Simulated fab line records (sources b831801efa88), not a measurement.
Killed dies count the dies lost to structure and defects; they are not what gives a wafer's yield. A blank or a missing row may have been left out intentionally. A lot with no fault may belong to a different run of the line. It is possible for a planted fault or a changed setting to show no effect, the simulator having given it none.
Struck lot and sound lot, side by side	flow sfqLine	19 out of 325 route steps
Sound: the wafers L204.2, L204.4, L204.5. Wafers struck: L213.2, L213.5, L213.6. The cause comes at the end.
Each step with rows lists, per side, the tool, then ch with its chambers, then its first start. Under that, the readings that differ: sound wafers	struck wafers	difference of the means	sigmas: that difference in standard deviations of wafers without a fault.
alike: same words and numbers on both sides, and readings whose means sit less than 2 such deviations apart. not compared: any withheld reading, any reading some wafer has no value for, any bound like >300 that may hide the same value, and any number with overlapping values for which the record gives no deviation.
A row with sigmas, a row that says differs or no value, or rows on one side alone: a step with any of these is where the two part. Numbers that have no deviation but don't overlap get no sigmas and don't part them. A reading missing from all wafers of one side parts the sides only when that side holds two or more wafers.

first, 2 steps without rows for these wafers: SFQ_TRILAYER_JJ_CE_LITHO_PEB_117 (peb time 60 s); SFQ_TRILAYER_JJ_CE_LITHO_DEVELOP_116 (time 60 s).
SFQ_JJ_OVL_MEAS_931:
  sound: overlay-01 at day 50 21:51; struck: overlay-02 at day 62 12:17
  alike: J5_OVL
SFQ_TRILAYER_JJ_CE_METRO_MEASURE_117:
  sound: cdSem-01 at day 50 22:05; struck: cdSem-02 at day 62 12:31
  alike: cdNm
SFQ_TRILAYER_JJ_CE_BARC_OPEN_RIE_150: chemistry O2, target BARC, target depth 240 nm, time 80 s.
  sound on rieMetal-02 ch 0,1, day 50 23:05; struck on rieMetal-04 ch 0,1, day 62 13:31
  alike: drypumpMotorCurrentA, heBacksideLeakSccm, oesProductAu
  not compared: rfHoursCounterH
SFQ_TRILAYER_JJ_CE_ETCH_RIE_118: chemistry SF6, target Nb, stops on Al2O3, time 97.7 s, target depth 170 nm.
  sound on rieMetal-02 ch 0,1, day 50 23:10; struck on rieMetal-04 ch 0,1, day 62 13:36
  alike: drypumpMotorCurrentA, heBacksideLeakSccm, oesProductAu
  not compared: rfHoursCounterH
following that, these wafers have no rows for 1 step: SFQ_TRILAYER_JJ_ANODIZE_ANODIZE_119.
SFQ_TRILAYER_JJ_CE_STRIP_STRIP_120: strips in O2.
  sound on rieMetal-04 ch 0,1, day 50 23:47; struck on rieMetal-04 ch 0,1, day 62 14:13
  alike: drypumpMotorCurrentA, heBacksideLeakSccm, oesProductAu
  not compared: rfHoursCounterH
then, 4 steps without rows for these wafers: SFQ_TRILAYER_JJ_CE_STRIP_SOLV_CLEAN_121 (cleans in NMP, time 600 s); SFQ_TRILAYER_M5_LITHO_COAT_128 (resist thk 62 nm); SFQ_TRILAYER_M5_LITHO_COAT_123 (resist thk 600 nm); SFQ_TRILAYER_M5_LITHO_SOFTBAKE_127.
-- the record jumps here: 5 days lie between the struck wafers' starts before and after --
SFQ_TRILAYER_M5_LITHO_EXPOSE_124: exposes mask M5, target cd 700 nm.
  sound on krfScanner-02 ch 0, day 51 06:13; struck on krfScanner-02 ch 0, day 67 05:42
reading	sound	struck	difference	sigmas
exposureDoseMJCm2	14.408 14.413 14.396	15.337 15.341 15.321	+0.927	+58
  alike: mask
then, 2 steps without rows for these wafers: SFQ_TRILAYER_M5_LITHO_PEB_126 (peb time 60 s); SFQ_TRILAYER_M5_LITHO_DEVELOP_125 (time 60 s).
SFQ_M5_OVL_MEAS_932:
  sound: overlay-02 at day 51 07:31; struck: overlay-02 at day 67 07:00
  alike: M5_OVL
SFQ_TRILAYER_M5_BARC_OPEN_METAL_ETCH_161: etches BARC in O2, target depth 125 nm, time 41.7 s.
  sound on rieMetal-01 ch 0,1, day 51 07:33; struck on rieMetal-04 ch 0,1, day 67 07:02
reading	sound	struck	difference	sigmas
model.M5.cdNm (nm)	699.9 697.4 700.4	687.8 687.3 689.9	-10.9	
  alike: drypumpMotorCurrentA, heBacksideLeakSccm, oesProductAu
  not compared: rfHoursCounterH
SFQ_TRILAYER_M5_ETCH_METAL_ETCH_126: etches Nb in Cl2/BCl3, stops on SiO2, time 203.2 s, target depth 265 nm.
  sound on rieMetal-01 ch 0,1, day 51 07:37; struck on rieMetal-04 ch 0,1, day 67 07:05
reading	sound	struck	difference	sigmas
model.M5.cdNm (nm)	698 695.7 698.7	685.7 684.5 687.8	-11.5	
  alike: drypumpMotorCurrentA, heBacksideLeakSccm, oesProductAu
  not compared: rfHoursCounterH
SFQ_TRILAYER_M5_STRIP_STRIP_127: strips in O2.
  sound on rieMetal-01 ch 0,1, day 51 07:49; struck on rieMetal-04 ch 0,1, day 67 07:17
  alike: drypumpMotorCurrentA, heBacksideLeakSccm, oesProductAu
  not compared: rfHoursCounterH

## WHERE THEY PART
SFQ_TRILAYER_M5_LITHO_EXPOSE_124 only, going by this record. Later steps at which nothing parts them and some readings are alike: SFQ_M5_OVL_MEAS_932, SFQ_TRILAYER_M5_BARC_OPEN_METAL_ETCH_161, SFQ_TRILAYER_M5_ETCH_METAL_ETCH_126, SFQ_TRILAYER_M5_STRIP_STRIP_127.

WHY: whatever the simulator had introduced
Process parameters drifting: krfScanner-02 at SFQ_TRILAYER_M5_LITHO_EXPOSE_124, beginning at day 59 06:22. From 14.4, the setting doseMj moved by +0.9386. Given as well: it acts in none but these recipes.
